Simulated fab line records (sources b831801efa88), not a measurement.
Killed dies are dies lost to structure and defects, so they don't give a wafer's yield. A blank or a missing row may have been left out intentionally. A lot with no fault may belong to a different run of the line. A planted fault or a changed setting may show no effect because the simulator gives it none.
Chamber matching :: flow gf180mcu :: GF_POLY_GATE_ETCH_13 on rie si-01: 3 sister chambers
The step etches poly-Si in HBr/Cl2, stops on SiO2, target depth 198.5 nm, time 69.6 s. 16 wafers are shown with their chamber, then 6 later ones without.

## WAFERS, EACH WITH ITS CHAMBER
wafer: L875.2
chamber: 2
drypump motor current A (A): 5.1
run length s (s): 99.1
oes product au (a.u.): 0.974

wafer: L875.3
chamber: 0
drypump motor current A (A): 4.7
run length s (s): 97.5
oes product au (a.u.): 0.997

wafer: L875.6
chamber: 0
drypump motor current A (A): 4.7
run length s (s): 97.7
oes product au (a.u.): 1.000

wafer: L877.2
chamber: 0
drypump motor current A (A): 4.7
run length s (s): 97.8
oes product au (a.u.): 0.992

wafer: L877.3
chamber: 2
drypump motor current A (A): 5.2
run length s (s): 98.8
oes product au (a.u.): 0.979

wafer: L877.5
chamber: 0
drypump motor current A (A): 4.7
run length s (s): 98.1
oes product au (a.u.): 0.983

wafer: L880.1
chamber: 0
drypump motor current A (A): 4.7
run length s (s): 97.6
oes product au (a.u.): 0.996

wafer: L880.2
chamber: 2
drypump motor current A (A): 5.1
run length s (s): 98.6
oes product au (a.u.): 0.994

wafer: L880.6
chamber: 1
drypump motor current A (A): 5.6
run length s (s): 98.2
oes product au (a.u.): 0.990

wafer: L882.2
chamber: 1
drypump motor current A (A): 5.6
run length s (s): 98.7
oes product au (a.u.): 0.988

wafer: L882.5
chamber: 1
drypump motor current A (A): 5.6
run length s (s): 98.0
oes product au (a.u.): 0.998

wafer: L882.6
chamber: 0
drypump motor current A (A): 4.7
run length s (s): 97.5
oes product au (a.u.): 0.999

wafer: L888.1
chamber: 1
drypump motor current A (A): 5.6
run length s (s): 98.0
oes product au (a.u.): 0.982

wafer: L888.3
chamber: 2
drypump motor current A (A): 5.1
run length s (s): 98.9
oes product au (a.u.): 0.982

wafer: L888.6
chamber: 1
drypump motor current A (A): 5.6
run length s (s): 98.4
oes product au (a.u.): 0.983

wafer: L890.1
chamber: 2
drypump motor current A (A): 5.1
run length s (s): 98.9
oes product au (a.u.): 0.985

SIGNATURES (means of the wafers above)
reading: drypump motor current A
chamber 0: 4.700
chamber 1: 5.600
chamber 2: 5.120
scatter within a chamber: 0.0248

reading: run length s
chamber 0: 97.700
chamber 1: 98.260
chamber 2: 98.860
scatter within a chamber: 0.239

reading: oes product au
chamber 0: 0.99450
chamber 1: 0.98820
chamber 2: 0.98280
scatter within a chamber: 0.00671
Rule: for each reading, subtract the chamber's mean from the wafer's reading, divide by that reading's scatter and square the result; add these up over the readings and take the root, which gives the wafer's distance from the chamber. If the next closest chamber is less than 2 further off than the closest, the wafer can't be placed; otherwise it belongs to the closest. The scatter is the square root of a quotient: the sum, over the shown wafers, of each reading's squared deviation from its chamber's mean, divided by wafers minus chambers.

## WAFERS WITH NO CHAMBER GIVEN
wafer: L890.4
drypump motor current A (A): 4.7
run length s (s): 97.5
oes product au (a.u.): 0.997

wafer: L890.5
drypump motor current A (A): 4.7
run length s (s): 98.2
oes product au (a.u.): 0.992

wafer: L891.3
drypump motor current A (A): 5.6
run length s (s): 98.4
oes product au (a.u.): 0.991

wafer: L891.5
drypump motor current A (A): 4.7
run length s (s): 97.7
oes product au (a.u.): 0.989

wafer: L895.1
drypump motor current A (A): 5.6
run length s (s): 98.0
oes product au (a.u.): 0.989

wafer: L895.4
drypump motor current A (A): 5.1
run length s (s): 98.6
oes product au (a.u.): 0.970

## WHICH CHAMBER EACH WENT THROUGH
wafer: L890.4
from the rows above: 0
in truth: 0

wafer: L890.5
from the rows above: 0
in truth: 0

wafer: L891.3
from the rows above: 1
in truth: 1

wafer: L891.5
from the rows above: 0
in truth: 0

wafer: L895.1
from the rows above: 1
in truth: 1

wafer: L895.4
from the rows above: 2
in truth: 2
6 of 6 placed correctly. Can't be placed from these rows: 0. Number placed wrongly: 0.
